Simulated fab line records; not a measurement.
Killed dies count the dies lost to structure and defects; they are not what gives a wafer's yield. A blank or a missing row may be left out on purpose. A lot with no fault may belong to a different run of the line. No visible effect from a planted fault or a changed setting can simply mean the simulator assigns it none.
A single fault, viewed from 2 desks + flow sky130 + every desk sees just its own numbers, and what lay behind them comes last

== AT THE TOOL OWNER'S DESK: pvd sputter-03 ==
The tool's own readings at SKY_METAL3_SPUTTER_03 (material Ti, target thk 5 nm, time 3.3 s): means of the sampled wafers that have a number, for each lot that ran on this tool. Marked OUT: a lot whose mean sits more than 4 standard deviations from the usual mean, which makes it out of limits; the brackets give that distance.
Columns: A = chamber pressure pa at SKY_METAL3_SPUTTER_03, usual 0.4000 Pa; B = throttle valve pct at SKY_METAL3_SPUTTER_03, usual 29.7 %
| lot  | first seen here | A      | B    |
|------|-----------------|--------|------|
| L583 | day 37 05:19    | 0.4007 | 29.3 |
| L584 | day 37 11:52    | 0.3997 | 29.5 |
| L594 | day 40 10:02    | 0.4000 | 29.5 |
| L603 | day 43 01:03    | 0.4007 | 29.3 |
| L605 | day 43 07:16    | 0.3992 | 29.5 |
This desk's finding: nothing out of limits on any of the 5 lots.

== AT THE METROLOGY DESK ==
What the gauges read for every lot (on any tool): the sampled wafers with a number, averaged. Marked OUT: a lot whose mean sits more than 4 standard deviations from the usual mean, which makes it out of limits; the brackets give that distance.
Columns: A = VIA2_W_RS at SKY_VIA2_RS_MEAS_22, usual 0.2759 ohm/sq; B = VIA2_W_THK at SKY_VIA2_THK_MEAS_23, usual 418 nm
| lot  | first seen here | A      | B   |
|------|-----------------|--------|-----|
| L583 | day 37 04:47    | 0.2744 | 406 |
| L584 | day 37 11:16    | 0.2753 | 416 |
| L594 | day 40 09:28    | 0.2753 | 408 |
| L603 | day 43 00:23    | 0.2761 | 421 |
| L605 | day 43 06:23    | 0.2750 | 416 |
This desk's finding: nothing out of limits on any of the 5 lots.

== TAKEN TOGETHER ==
The tool owner's desk saw nothing out of limits.
From the metrology desk's view, nothing was out of limits.

== WHAT THE SIMULATOR HAD INSERTED ==
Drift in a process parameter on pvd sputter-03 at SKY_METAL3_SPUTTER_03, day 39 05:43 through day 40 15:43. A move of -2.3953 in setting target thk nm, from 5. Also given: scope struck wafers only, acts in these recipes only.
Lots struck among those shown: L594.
